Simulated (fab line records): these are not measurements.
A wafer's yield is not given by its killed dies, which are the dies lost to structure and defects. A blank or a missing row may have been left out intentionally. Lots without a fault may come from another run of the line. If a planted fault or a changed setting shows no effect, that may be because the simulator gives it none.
Problem report in the 8D (eight disciplines) form, filled by code    flow gf180mcu    the parts of the form that need people (team, actions taken, sign-off) are left out

== 1. WHAT IS WRONG ==
Mean of strip time to endpoint s at GF_LVPWELL_STRIP_10: 23.04 s across 3 wafers in 2 lots; on wafers with no fault it is 36.96 s (standard deviation 0.097). So: -99 or more standard deviations from the usual mean.
The step: strips in O2/N2.
Earliest sighting: wafer L137.1 on plasma asher-03 at day 7 04:04. The record holds 41 wafers of 14 lots with a number at this step. Rule for "out" (also "out of limits"): further than 4 standard deviations from the usual mean. All remaining wafers that have a number are taken as sound.

== 2. WHAT IT IS, AND WHAT IT ISN'T ==
question                     is                                is not
which readings at this step  strip time to endpoint s          drypump motor current A, heater power w, oes product au
which lots                   L137, L139                        L123, L125, L126, L127, L128, L129, L130, L136, L140, L142, L144, L145
which wafers of those lots   L137.1, L139.1, L139.2            L137.5, L137.6
read on which tools          plasma asher-03, plasma asher-04  plasma asher-01
when                         from day 7 04:04                  up to then (26 sound wafers); but 12 sound wafers of L140, L142, L144, L145 came after

== 3. SUSPECTS, AND WHAT RULES EACH OUT ==
Counting: a tool at a process step up to the reading stays a suspect if it ran every lot that is out. Sound lots after the first of them don't rule it out here, since some wafers of a struck lot are sound.
- litho track-02 at GF_LVPWELL_COAT_02 (resist thk 3000 nm): kept. Ran every lot that is out, first one L137 (day 6 19:05); last sound lot up to then L136 (day 6 16:56).
Left after counting: litho track-02 at GF_LVPWELL_COAT_02.

== 4. THE CAUSE (what the simulator had put in) ==
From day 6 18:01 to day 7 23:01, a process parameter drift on litho track-02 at GF_LVPWELL_COAT_02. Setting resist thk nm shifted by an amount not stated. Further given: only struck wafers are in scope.
After counting, this tool was the only one left.

== 5. SEQUENCE OF EFFECTS, ordered by route ==
Each row: a reading whose mean over the struck wafers that have a number lies more than 3 standard deviations from the usual. Scope: only readings with a usual standard deviation given in the record; hours: median across lots of the time from each lot's start at the first step in this table that gives one to its start at this step; sigmas: change in usual standard deviations.
hours  step                 reading                   usual    on struck wafers  change  sigmas
0      GF_LVPWELL_STRIP_10  strip time to endpoint s  36.96 s  23.04             -13.92  -99 or more
The process steps in it:
- GF_LVPWELL_STRIP_10: strips in O2/N2.
At these later measuring or inspecting steps, every struck wafer for which the step has a row has a number for every such reading, and none has moved that far: GF_POLY_GATE_THK_MEAS_17, GF_SAB_OVL_MEAS_10, GF_CONTACT_RS_MEAS_25.

== 6. WHAT WOULD HAVE CAUGHT IT SOONER ==
10 hours passed between the start of the fault at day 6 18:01 and the first reading out of limits in this record, taken at day 7 04:04.
Lots out: 2; of these, L139 started GF_LVPWELL_COAT_02 on litho track-02 after day 7 04:04. Had the tool been put on hold then, it would have been spared.
